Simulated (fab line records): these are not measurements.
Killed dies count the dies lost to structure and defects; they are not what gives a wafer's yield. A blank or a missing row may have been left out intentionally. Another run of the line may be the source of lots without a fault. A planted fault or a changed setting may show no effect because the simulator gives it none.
fab line records | flow gf180mcu
[record] lots = 13 wafers = 39 last-day = 34
route steps=602 shown HV_LDD@217 M2@377 V3@450 MIM@503
lots that met no fault: taken from a fault-free run of the same line
start-h: hours from the record's first day to the start of the lot's first wafer shown | wait-h: how many hours have passed since the lot's step before this one | " repeats the value in the row above | L1.1+2: a single row standing in for several wafers | - either no value or no given start | * or withheld: withheld | < > ~ a bound
route shown NAME@n: a module of which the file shows steps, and the number in the route of the first | usual: mean/standard deviation taken from wafers without a fault | same: alike in all rows | chamber/n: place in a boat | sites: readings site by site | _std_site: the standard deviation of these | _edge_site: the outer-site mean with the inner-site mean subtracted | radius-mm: how far each site lies from the wafer's centre | mask NAME#n: copy n | behind: the tool/chamber that last shaped the wafer | hold: cause of the lot's hold/its duration in hours/its outcome | device: the n, p or np transistor that did not switch | end of line: the route-end tests of the same wafers | step lacking rows: just its recipe | killed: not the wafer's yield, but the dies lost to structure and defects at the first sort | map: dies across one wafer; x = killed, . = not, _ = none there
set.NAME: setting as actually run; set.NAME@STEP: the setting as run at that earlier step | model.NAME: the simulator's own value behind a step, which no gauge read
the route's steps for a sample of lots (tables are steps, rows are wafers)
services: when a tool's chamber went out of use (start-h, in hours from the record's first day, below 0 if earlier), for how many hours, and the reason
[[steps]]
[step GF_HV_LDD_COAT_41]
[recipe] resist = NOVOLAK spin-rpm = 3000 resist-thk-nm = 1000
[usual] spin-speed-rpm = 2999.9/2.3
// columns lot.wafer tool chamber start-h wait-h spin-speed-rpm
L484.3 litho-track-01 0 268.81 0.1 3000.8
L484.5 " 0 " " 3001.8
L484.6 " 0 " " 3000.0
L485.1 litho-track-04 0 279.03 0.1 2996.7
L485.4 " 0 " " 2994.8
L485.6 " 0 " " 3000.2
L486.1 litho-track-04 0 292.48 0.1 2995.7
L486.2 " 0 " " 2999.5
L486.4 " 0 " " 3001.8
L488.1 litho-track-02 0 307.20 0.1 3001.0
L488.4 " 0 " " 2998.9
L488.5 " 0 " " 2994.4
L489.2 litho-track-02 0 311.93 0.1 3000.2
L489.3 " 0 " " 3000.4
L489.6 " 0 " " 2998.8
L490.2 litho-track-02 0 318.78 0.1 3000.3
L490.4 " 0 " " 3003.8
L490.6 " 0 " " 3002.7
L491.2 litho-track-04 0 328.70 0.1 3000.4
L491.3 " 0 " " 3001.4
L491.6 " 0 " " 3002.6
L492.1 litho-track-04 0 337.33 0.1 3003.7
L492.4 " 0 " " 2998.2
L492.6 " 0 " " 2997.9
L494.1 litho-track-04 0 357.48 0.1 3004.2
L494.5 " 0 " " 3001.3
L494.6 " 0 " " 2999.2
L495.1 litho-track-02 0 367.25 0.1 3000.2
L495.2 " 0 " " 3001.9
L495.6 " 0 " " 3002.5
L498.2 litho-track-02 0 383.83 0.1 3290.8
L498.3 " 0 " " 3289.0
L498.5 " 0 " " 3290.7
L500.2 litho-track-02 0 396.68 0.1 3292.4
L500.5 " 0 " " 3290.5
L500.6 " 0 " " 3293.3
L505.4 litho-track-04 0 441.20 0.1 3000.6
L505.5 " 0 " " 2999.7
L505.6 " 0 " " 3001.9
[step GF_HV_LDD_STRIP_49]
[recipe] chemistry = O2/N2 power-w = 1400 pressure-mtorr = 1500 platen-temp-c = 250 o2-flow-sccm = 3000 n2-flow-sccm = 300 overash-fraction = 0.5
[usual] drypump-motor-current-A = 5.9/0.7 heater-power-w = 339/17 oes-product-au = 0.716/0.0046 strip-time-to-endpoint-s = 12.62/0.035
// columns lot.wafer tool chamber start-h wait-h drypump-motor-current-A heater-power-w oes-product-au rf-hours-counter-h strip-time-to-endpoint-s
L484.3 plasma-asher-04 1 278.50 0.1 5.7 297 0.722 - 12.65
L484.5 " 1 " " 5.8 297 0.713 - 12.67
L484.6 " 0 " " 4.7 330 0.720 - 12.63
L485.1 plasma-asher-02 1 289.83 0.1 6.7 339 0.722 66 12.53
L485.4 " 1 " " 6.7 330 0.714 - 12.55
L485.6 " 1 " " 6.7 341 0.719 - 12.56
L486.1 plasma-asher-03 1 302.31 0.1 6.4 363 0.711 49 12.62
L486.2 " 0 " " 5.7 337 0.717 49 12.55
L486.4 " 0 " " 5.7 333 0.716 - 12.60
L488.1 plasma-asher-03 0 317.98 0.1 5.7 341 0.715 51 12.63
L488.4 " 0 " " 5.7 332 0.720 - 12.67
L488.5 " 0 " " 5.7 345 0.719 - 12.70
L489.2 plasma-asher-02 1 322.16 0.1 6.7 335 0.711 70 12.67
L489.3 " 0 " " 5.2 347 0.714 - 12.67
L489.6 " 1 " " 6.7 337 0.713 - 12.65
L490.2 plasma-asher-04 1 330.06 0.1 5.7 298 0.717 21 12.61
L490.4 " 1 " " 5.7 299 0.708 - 12.62
L490.6 " 0 " " 4.7 330 0.717 - 12.61
L491.2 plasma-asher-02 1 339.81 0.1 6.7 331 0.711 71 12.59
L491.3 " 0 " " 5.2 351 0.714 - 12.63
L491.6 " 0 " " 5.2 352 0.721 - 12.62
L492.1 plasma-asher-02 1 348.18 0.1 6.7 334 0.714 72 12.59
L492.4 " 1 " " 6.7 342 0.718 - 12.58
L492.6 " 0 " " 5.2 351 0.716 - 12.61
L494.1 plasma-asher-02 1 368.91 0.1 6.7 332 0.717 74 12.62
L494.5 " 0 " " 5.2 353 0.710 - 12.57
L494.6 " 1 " " 6.7 340 0.725 - 12.64
L495.1 plasma-asher-03 0 379.01 0.1 5.7 340 0.714 57 12.68
L495.2 " 1 " " 6.4 368 0.721 57 12.68
L495.6 " 1 " " 6.4 356 0.725 - 12.65
L498.2 plasma-asher-03 0 395.46 0.1 5.7 350 0.717 59 12.06
L498.3 " 1 " " 6.4 364 0.711 - 12.05
L498.5 " 1 " " 6.4 357 0.716 - 12.09
L500.2 plasma-asher-02 1 409.21 0.1 6.7 334 0.706 79 12.08
L500.5 " 0 " " 5.2 349 0.721 - 12.09
L500.6 " 1 " " 6.7 337 0.710 - 12.12
L505.4 plasma-asher-02 1 454.01 0.1 6.7 333 0.718 - 12.58
L505.5 " 1 " " 6.7 336 0.715 - 12.57
L505.6 " 0 " " 5.2 342 0.716 - 12.59
[step GF_M2_OVL_MEAS_15]
[usual] M2_OVL = -3/5.3
// columns lot.wafer tool chamber start-h wait-h M2_OVL[nm]
L484.3 overlay-02 - 441.64 0.1 -3
L484.5 " - " " 1
L484.6 " - " " -2
L485.1 overlay-02 - 456.23 0.1 -6
L485.4 " - " " -3
L485.6 " - " " 1
L486.1 overlay-01 - 472.18 0.1 -1
L486.2 " - " " -5
L486.4 " - " " -5
L488.1 overlay-01 - 487.43 0.1 -1
L488.4 " - " " 6
L488.5 " - " " 6
L489.2 overlay-02 - 493.80 0.1 0
L489.3 " - " " -6
L489.6 " - " " -3
L490.2 overlay-01 - 502.18 0.1 -1
L490.4 " - " " -5
L490.6 " - " " -1
L491.2 overlay-01 - 513.73 0.1 -3
L491.3 " - " " -1
L491.6 " - " " -3
L492.1 overlay-01 - 521.77 0.1 7
L492.4 " - " " 0
L492.6 " - " " -5
L494.1 overlay-02 - 544.48 0.1 0
L494.5 " - " " 5
L494.6 " - " " -1
L495.1 overlay-02 - 553.14 0.1 -9
L495.2 " - " " -10
L495.6 " - " " -6
L498.2 overlay-02 - 569.60 0.1 0
L498.3 " - " " -5
L498.5 " - " " 3
L500.2 overlay-02 - 580.35 0.1 -1
L500.5 " - " " -1
L500.6 " - " " 3
L505.4 overlay-01 - 620.64 0.1 1
L505.5 " - " " 4
L505.6 " - " " -2
[step GF_V3_SPUTTER_21]
[recipe] material = Ti target-thk-nm = 15 chamber-pressure-pa = 5 power-w = 2500 substrate-temp-c = 200 time-s = 80.02
[usual] throttle-valve-pct = 30.3/1.1
// columns lot.wafer tool chamber start-h wait-h throttle-valve-pct
L484.3 pvd-sputter-03 - 518.35 0.0 31.5
L484.5 " - " " 30.8
L484.6 " - " " 30.9
L485.1 pvd-sputter-01 - 532.13 0.0 29.5
L485.4 " - " " 27.7
L485.6 " - " " 29.1
L486.1 pvd-sputter-01 - 547.07 0.0 27.9
L486.2 " - " " 29.8
L486.4 " - " " 29.2
L488.1 pvd-sputter-01 - 561.81 0.0 29.3
L488.4 " - " " 30.0
L488.5 " - " " 29.2
L489.2 pvd-sputter-01 - 567.45 0.0 29.0
L489.3 " - " " 29.6
L489.6 " - " " 29.2
L490.2 pvd-sputter-04 - 574.29 0.0 31.3
L490.4 " - " " 31.0
L490.6 " - " " 30.3
L491.2 pvd-sputter-03 - 585.22 0.0 30.4
L491.3 " - " " 30.7
L491.6 " - " " 30.6
L492.1 pvd-sputter-04 - 594.52 0.0 30.5
L492.4 " - " " 30.6
L492.6 " - " " 30.4
L494.1 pvd-sputter-03 - 614.48 0.0 30.7
L494.5 " - " " 31.5
L494.6 " - " " 30.8
L495.1 pvd-sputter-03 - 622.87 0.0 30.9
L495.2 " - " " 30.8
L495.6 " - " " 31.1
L498.2 pvd-sputter-01 - 637.49 0.0 29.8
L498.3 " - " " 29.1
L498.5 " - " " 29.2
L500.2 pvd-sputter-04 - 647.68 0.0 30.5
L500.5 " - " " 31.7
L500.6 " - " " 30.9
L505.4 pvd-sputter-04 - 683.79 0.0 30.3
L505.5 " - " " 31.5
L505.6 " - " " 30.4
[step GF_MIM_SPUTTER_00]
[recipe] material = Ti target-thk-nm = 37.5 arriving-ion-energy-ev = 80 substrate-temp-c = 200 chamber-pressure-pa = 2 power-w = 4000 time-s = 150
[usual] throttle-valve-pct = 29.8/1.1
// columns lot.wafer tool chamber start-h wait-h throttle-valve-pct
L484.3 pvd-sputter-04 - 567.22 0.1 31.5
L484.5 " - " " 30.5
L484.6 " - " " 31.1
L485.1 pvd-sputter-04 - 580.11 0.1 31.3
L485.4 " - " " 30.2
L485.6 " - " " 31.1
L486.1 pvd-sputter-02 - 594.86 0.2 28.2
L486.2 " - " " 31.2
L486.4 " - " " 30.4
L488.1 pvd-sputter-01 - 608.06 0.1 29.3
L488.4 " - " " 29.0
L488.5 " - " " 29.8
L489.2 pvd-sputter-01 - 613.21 0.1 27.7
L489.3 " - " " 29.1
L489.6 " - " " 29.3
L490.2 pvd-sputter-01 - 619.98 0.2 27.7
L490.4 " - " " 29.0
L490.6 " - " " 28.0
L491.2 pvd-sputter-01 - 631.44 0.2 29.4
L491.3 " - " " 29.0
L491.6 " - " " 29.0
L492.1 pvd-sputter-01 - 639.76 0.1 29.8
L492.4 " - " " 29.2
L492.6 " - " " 30.0
L494.1 pvd-sputter-02 - 658.86 0.2 28.1
L494.5 " - " " 29.5
L494.6 " - " " 30.6
L495.1 pvd-sputter-04 - 666.31 0.1 30.3
L495.2 " - " " 30.6
L495.6 " - " " 30.3
L498.2 pvd-sputter-04 - 680.34 0.1 30.5
L498.3 " - " " 31.5
L498.5 " - " " 30.7
L500.2 pvd-sputter-01 - 690.10 0.1 29.8
L500.5 " - " " 29.3
L500.6 " - " " 27.7
L505.4 pvd-sputter-01 - 724.66 0.1 29.0
L505.5 " - " " 27.8
L505.6 " - " " 29.6
[[services]]
// columns tool chamber start-h hours kind
pvd-sputter-03 - 247.78 0.5 repair
plasma-asher-03 - 261.11 20.9 pm
pvd-sputter-02 - 279.21 5.1 repair
pvd-sputter-01 - 283.52 4.0 repair
plasma-asher-04 - 317.49 0.5 repair
plasma-asher-04 - 321.01 0.4 repair
pvd-sputter-01 1 341.81 - consumable-replace:kit
pvd-sputter-01 1 341.81 18.0 scheduled-down
pvd-sputter-03 - 347.62 2.9 repair
pvd-sputter-04 - 351.93 1.1 repair
pvd-sputter-01 - 360.90 1.8 repair
plasma-asher-04 - 371.58 15.6 pm
plasma-asher-03 - 384.05 4.1 repair
plasma-asher-04 - 391.09 3.5 repair
pvd-sputter-03 - 418.39 1.5 repair
plasma-asher-03 - 454.76 2.3 repair
pvd-sputter-03 - 465.34 0.6 repair
pvd-sputter-02 - 485.60 6.9 repair
pvd-sputter-03 - 552.57 2.4 repair
pvd-sputter-03 - 570.30 2.0 repair
pvd-sputter-01 - 579.95 3.7 repair
plasma-asher-03 - 617.53 28.1 pm
plasma-asher-02 - 655.98 4.4 repair
plasma-asher-03 - 657.98 22.0 repair
[[key]]
[first-sign] step = GF_HV_LDD_COAT_41 reading = spin-speed-rpm direction = up sigmas = 99+ usual = * struck = *
[effect] step = GF_HV_LDD_STRIP_49 reading = strip-time-to-endpoint-s direction = down sigmas = 16 usual = * struck = *
met-at GF_HV_LDD_COAT_41
struck-lots L498,L500
tester-left-out L498,L500
not-acting-at GF_M2_OVL_MEAS_15,GF_V3_SPUTTER_21,GF_MIM_SPUTTER_00
onset-between 367.25 383.83
[fault] kind = process-parameter-drift tool = litho-track-02 chamber = - onset-h = 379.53 steps = GF_HV_LDD_COAT_41 channel = spin-rpm offset = * shape = step end-h = 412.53 acts-in = * stated = *
// tester-left-out: of these lots the tester's yield and bins aren't shown, on N5 and GAA mostly nor the transistor test; their killed dies are dies lost to structure and defects alone, not to doping, threshold or leakage, so they don't give the yield
